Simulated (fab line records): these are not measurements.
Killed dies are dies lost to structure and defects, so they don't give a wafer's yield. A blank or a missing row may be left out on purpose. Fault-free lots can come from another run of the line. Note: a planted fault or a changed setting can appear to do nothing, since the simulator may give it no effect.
Check of tool commonality	flow sky130	11 lots and 33 wafers in the sample

REASON FOR OPENING
2 of 11 lots carry a flag on the reading SD_N_OVL at SKY_SD_N_OVL_MEAS_08. Fault-free wafers read -0.4 nm, with a standard deviation of 1.5.
Rule: a lot gets a flag if all its wafers with a number sit over 4 standard deviations from that mean, or if no wafer of it has a number. All remaining lots are regarded as sound.

lot	measured	on	SD_N_OVL (nm), wafer by wafer	flag
L882	day 29 04:52	overlay-02	3.2 1.9 -1.4	
L884	day 29 08:04	overlay-02	0.2 -1.2 -0.3	
L883	day 29 09:10	overlay-01	-0.5 0.7 0.4	
L889	day 30 10:23	overlay-02	-65.8 -64.8 -64.5	FLAGGED
L893	day 31 08:34	overlay-02	-0.5 -3.3 -1.5	
L892	day 31 11:07	overlay-02	-66.0 -67.5 -68.2	FLAGGED
L899	day 33 13:34	overlay-01	-1.0 -1.9 -1.5	
L900	day 34 05:04	overlay-01	-1.0 -1.6 -1.7	
L903	day 34 18:43	overlay-01	0.3 1.0 -0.6	
L904	day 34 22:34	overlay-01	0.5 -0.9 0.8	
L905	day 35 08:41	overlay-01	-1.8 0.0 -0.9	
The mean of the flagged lots' numbers is -66.1 nm, -65.7 nm from the usual (-44 standard deviations).

EACH LOT AND THE TOOL IT RAN ON
4 process steps preceding the reading are held in the record, out of 708 steps in the route. Cell contents, in order: the tool; ch with the chambers the sampled wafers went through; the start.
lot	flag	SKY_POLY_CUT_ETCH_10	SKY_SD_P_STRIP_10	SKY_RES_XHIGH_STRIP_08	SKY_SD_N_EXPOSE_04
L882		rie-diel-02 ch 1,2,3, day 25 14:27	plasma-asher-04 ch 0,1, day 26 19:27	plasma-asher-04 ch 0,1, day 28 00:32	iline-stepper-01 ch 0, day 28 14:41
L884		rie-diel-04 ch 0,2,3, day 25 18:04	plasma-asher-02 ch 0, day 26 23:15	plasma-asher-02 ch 0,1, day 28 04:06	iline-stepper-02 ch 0, day 28 17:52
L883		rie-diel-01 ch 0,1,3, day 25 18:18	plasma-asher-02 ch 0,1, day 27 00:04	plasma-asher-03 ch 0, day 28 04:56	iline-stepper-02 ch 0, day 28 18:52
L889	FLAGGED	rie-diel-02 ch 1,3, day 26 22:33	plasma-asher-04 ch 0,1, day 28 03:36	plasma-asher-04 ch 0,1, day 29 07:09	iline-stepper-02 ch 0, day 29 20:37
L893		rie-diel-01 ch 2,3, day 27 21:13	plasma-asher-04 ch 0,1, day 29 01:00	plasma-asher-02 ch 0,1, day 30 04:45	iline-stepper-01 ch 0, day 30 18:58
L892	FLAGGED	rie-diel-04 ch 2,3, day 28 00:15	plasma-asher-04 ch 0,1, day 29 04:45	plasma-asher-03 ch 0,1, day 30 07:50	iline-stepper-02 ch 0, day 30 21:35
L899		rie-diel-04 ch 1,3, day 30 03:36	plasma-asher-02 ch 0,1, day 31 06:43	plasma-asher-04 ch 0,1, day 32 10:04	iline-stepper-01 ch 0, day 32 23:46
L900		rie-diel-02 ch 2,3, day 30 20:13	plasma-asher-04 ch 0,1, day 31 23:30	plasma-asher-02 ch 0,1, day 33 01:56	iline-stepper-01 ch 0, day 33 15:59
L903		rie-diel-01 ch 0,2,3, day 31 10:22	plasma-asher-02 ch 0,1, day 32 13:30	plasma-asher-04 ch 0,1, day 33 16:09	iline-stepper-01 ch 0, day 34 05:38
L904		rie-diel-04 ch 1,2, day 31 14:06	plasma-asher-01 ch 0,1, day 32 17:55	plasma-asher-02 ch 0,1, day 33 20:57	iline-stepper-01 ch 0, day 34 09:18
L905		rie-diel-01 ch 1,2, day 32 01:55	plasma-asher-01 ch 0,1, day 33 04:14	plasma-asher-02 ch 0,1, day 34 06:56	iline-stepper-01 ch 0, day 34 20:08
What is done by these steps:
- SKY_POLY_CUT_ETCH_10: etches BARC in N2/H2, stops on SiO2, time 45.9 s, target depth 60 nm.
- SKY_SD_P_STRIP_10: strips in O2/N2.
- SKY_RES_XHIGH_STRIP_08: strips in O2/N2.
- SKY_SD_N_EXPOSE_04: exposes mask NSDM, target cd 380 nm.
- SKY_SD_N_OVL_MEAS_08

FLAGGED AGAINST TOTAL, ONE TOOL AT A TIME (gauges that did the reading follow at the end)
step	tool	lots run	flagged	share of the flagged lots	sound lots run after its first flagged lot
SKY_POLY_CUT_ETCH_10	rie-diel-01	4	0	none	-
SKY_POLY_CUT_ETCH_10	rie-diel-02	3	1	some	1 (L900)
SKY_POLY_CUT_ETCH_10	rie-diel-04	4	1	some	2 (L899,L904)
SKY_SD_P_STRIP_10	plasma-asher-01	2	0	none	-
SKY_SD_P_STRIP_10	plasma-asher-02	4	0	none	-
SKY_SD_P_STRIP_10	plasma-asher-04	5	2	all	2 (L893,L900)
SKY_RES_XHIGH_STRIP_08	plasma-asher-02	5	0	none	-
SKY_RES_XHIGH_STRIP_08	plasma-asher-03	2	1	some	0
SKY_RES_XHIGH_STRIP_08	plasma-asher-04	4	1	some	2 (L899,L903)
SKY_SD_N_EXPOSE_04	iline-stepper-01	7	0	none	-
SKY_SD_N_EXPOSE_04	iline-stepper-02	4	2	all	0
SKY_SD_N_OVL_MEAS_08	overlay-01	6	0	none	-
SKY_SD_N_OVL_MEAS_08	overlay-02	5	2	all	1 (L893)

WHAT THE TABLE PERMITS
Every flagged lot was run by 3 rows of the table: plasma-asher-04 at SKY_SD_P_STRIP_10, iline-stepper-02 at SKY_SD_N_EXPOSE_04 and overlay-02 at SKY_SD_N_OVL_MEAS_08.
- plasma-asher-04 at SKY_SD_P_STRIP_10 ran 5 lots, 2 of them flagged. Lots that were sound ran on it after the first flagged one (L893, L900); a persistent fault on the entire tool would not allow that.
- iline-stepper-02 at SKY_SD_N_EXPOSE_04 ran 4 lots, 2 of them flagged. A fault beginning between L883 (day 28 18:52), its last sound lot, and L889 (day 29 20:37), its first flagged one, fits the data.
- overlay-02 at SKY_SD_N_OVL_MEAS_08 ran 5 lots, 2 of them flagged. Lots that were sound ran on it after the first flagged one (L893); a persistent fault on the entire tool would not allow that.
What remains is a single tool, iline-stepper-02 at SKY_SD_N_EXPOSE_04.

WHAT HAD BEEN PUT IN BY THE SIMULATOR
Scanner matching overlay: iline-stepper-02, from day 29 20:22 on, at SKY_SD_N_EXPOSE_04. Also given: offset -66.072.
Shown lots that were struck: L889, L892. The rule above reached the same finding.
